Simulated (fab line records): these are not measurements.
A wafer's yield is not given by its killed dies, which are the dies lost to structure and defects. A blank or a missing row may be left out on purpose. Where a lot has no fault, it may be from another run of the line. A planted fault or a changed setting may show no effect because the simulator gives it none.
Which tool is to blame? | flow sky130 | 13 lots with 39 wafers sampled at 2 steps, on a route of 708 steps

WHAT EACH GAUGE READ, for each wafer
SKY_SD_P_CD_MEAS_07 targets a cd of 380 nm.
lot  | measured     | on        | cd-nm (nm)
L912 | day 25 13:44 | cd-sem-02 | 379.8 381.3 382.0
L914 | day 26 10:21 | cd-sem-01 | 384.1 385.0 384.0
L915 | day 26 16:46 | cd-sem-01 | 382.1 383.4 378.7
L919 | day 28 11:08 | cd-sem-01 | 379.0 377.7 379.2
L921 | day 28 20:23 | cd-sem-02 | 381.8 381.8 380.7
L923 | day 29 15:06 | cd-sem-01 | 382.6 379.1 383.6
L924 | day 29 19:21 | cd-sem-01 | 383.9 382.0 381.9
L927 | day 30 20:44 | cd-sem-01 | 377.7 378.2 378.2
L928 | day 31 07:23 | cd-sem-02 | 376.2 377.8 377.3
L929 | day 31 14:49 | cd-sem-02 | 381.2 382.3 379.8
L930 | day 32 09:56 | cd-sem-02 | 384.4 379.6 380.3
L933 | day 32 21:31 | cd-sem-02 | 380.9 380.8 382.5
L934 | day 33 00:09 | cd-sem-02 | 381.3 380.5 379.8

SKY_LI_CONTACT_BOW_MEAS_03.
lot  | measured     | on            | LI_CONTACT_BOW (um)
L912 | day 28 02:07 | film-metro-04 | 68 67 54
L914 | day 28 21:45 | film-metro-02 | 68 56 57
L915 | day 29 04:09 | film-metro-01 | 66 57 63
L919 | day 30 22:39 | film-metro-02 | 54 54 55
L921 | day 31 07:31 | film-metro-02 | 49 52 48
L923 | day 32 01:58 | film-metro-04 | 47 48 48
L924 | day 32 06:04 | film-metro-02 | 55 61 60
L927 | day 33 06:02 | film-metro-04 | 52 63 60
L928 | day 33 17:26 | film-metro-01 | 64 60 59
L929 | day 34 00:58 | film-metro-04 | 54 56 51
L930 | day 34 18:25 | film-metro-04 | 54 49 64
L933 | day 35 06:24 | film-metro-04 | 50 57 48
L934 | day 35 09:16 | film-metro-02 | 49 50 49

WHICH TOOL RAN EACH LOT (tool, then ch and the chambers of the sampled wafers, then the start)
Before these readings, the record contains no process step.

WHAT THE TOOLS THEMSELVES READ (means of the sampled wafers that have a number; where no wafer has one, the mark that the record gives instead)
The record holds no such reading with a usual standard deviation.

THE ANSWER, worked out from the rows above alone
Rule: usual is defined by the lots themselves. Put in order of their means at a reading, lots are off if they are a third of the lots or fewer, leave a main group of 4 or more, and stand apart from it by a gap of 3 or more times the standard deviation of the main group's means; of several such gaps the widest counts. A main group is skipped when, at the precision printed for the reading in the tables above, its means are all equal. Also off: a lot with no number at a reading for which 4 or more lots have one. Where the step has rows for the other lots, those lots are counted as sound. The gauges are gone through in route order, then the tools' own readings, and for those a lot's mean is taken as printed above. The first step at which some lot is off is used, and at that step the reading that is off furthest; a lot without a number counts as furthest.
Nothing can be told from this: no lot is off at any reading shown.

WHAT THE SIMULATOR HAD PUT IN
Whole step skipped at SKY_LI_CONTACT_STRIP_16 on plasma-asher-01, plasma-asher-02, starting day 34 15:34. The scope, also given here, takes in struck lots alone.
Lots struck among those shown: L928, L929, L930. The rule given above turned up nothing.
